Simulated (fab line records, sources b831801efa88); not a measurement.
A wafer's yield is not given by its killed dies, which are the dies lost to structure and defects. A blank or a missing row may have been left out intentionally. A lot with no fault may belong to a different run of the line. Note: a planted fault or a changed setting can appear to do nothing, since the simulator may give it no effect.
Problem report, 8D (eight disciplines) form, completed by code :: flow gf180mcu :: the parts of the form that need people (team, actions taken, sign-off) are left out

## 1. WHAT IS WRONG
Mean of run_length_s at GF_SAB_WET_ETCH_12: 350 s across 6 wafers in 2 lots; on wafers with no fault it is 468 s (standard deviation 3.2). That is -37 standard deviations from the usual mean.
The step: etches SiO2 in dHF, target depth 22 nm, time 440 s.
Earliest sighting: wafer L268.4 on wet_bench-03 at day 22 04:28. At this step, 42 wafers from 14 lots have a number in the record. Rule for "out", or "out of limits": more than 4 standard deviations from the usual mean. Any other wafer with a number is counted as sound.

## 2. WHAT IT IS; WHAT IT IS NOT
question: which readings at this step
is: run_length_s
is not: -

question: which lots
is: L268, L269
is not: L248, L249, L251, L252, L255, L256, L258, L259, L262, L263, L270, L271

question: which wafers of those lots
is: all that have a number
is not: -

question: read on which tools
is: wet_bench-03
is not: wet_bench-01, wet_bench-04

question: when
is: from day 22 04:28
is not: up to then (30 sound wafers); but 6 sound wafers of L270, L271 came after

## 3. WHAT RULES OUT EACH SUSPECT
Counting: any tool at a process step up to the reading is kept as a suspect provided that every lot that is out went through it and no sound lot did after the first of them.
- wet_bench-03 at GF_SAB_WET_ETCH_12 (etches SiO2 in dHF, target depth 22 nm, time 440 s): kept. All lots that are out passed through it, beginning with L268 at day 22 04:28, and no sound lot followed; its final sound lot before that point was L262 at day 20 05:26. On those wafers its own readings are out: run_length_s.
The count leaves wet_bench-03 at GF_SAB_WET_ETCH_12.

## 4. THE CAUSE (what the simulator had put in)
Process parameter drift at GF_SAB_WET_ETCH_12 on wet_bench-03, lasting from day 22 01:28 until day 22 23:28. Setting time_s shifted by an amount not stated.
This tool alone remained once counting was done.

## 5. THE EFFECT CHAIN, in route order
Each row: a reading where the mean over the struck wafers with a number is more than 3 standard deviations away from the usual. Scope: only readings with a usual standard deviation given in the record; hours: median across lots of the time from each lot's start at the first step in this table that gives one to its start at this step; sigmas: change in usual standard deviations.
hours: 0
step: GF_SAB_WET_ETCH_12
reading: run_length_s
usual: 468 s
on struck wafers: 350
change: -118
sigmas: -37
The process steps in it:
- GF_SAB_WET_ETCH_12: etches SiO2 in dHF, target depth 22 nm, time 440 s.

## 6. WHAT WOULD HAVE CAUGHT IT SOONER
The fault began at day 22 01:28; the first out-of-limits reading in this record came at day 22 04:28, 3 hours later.
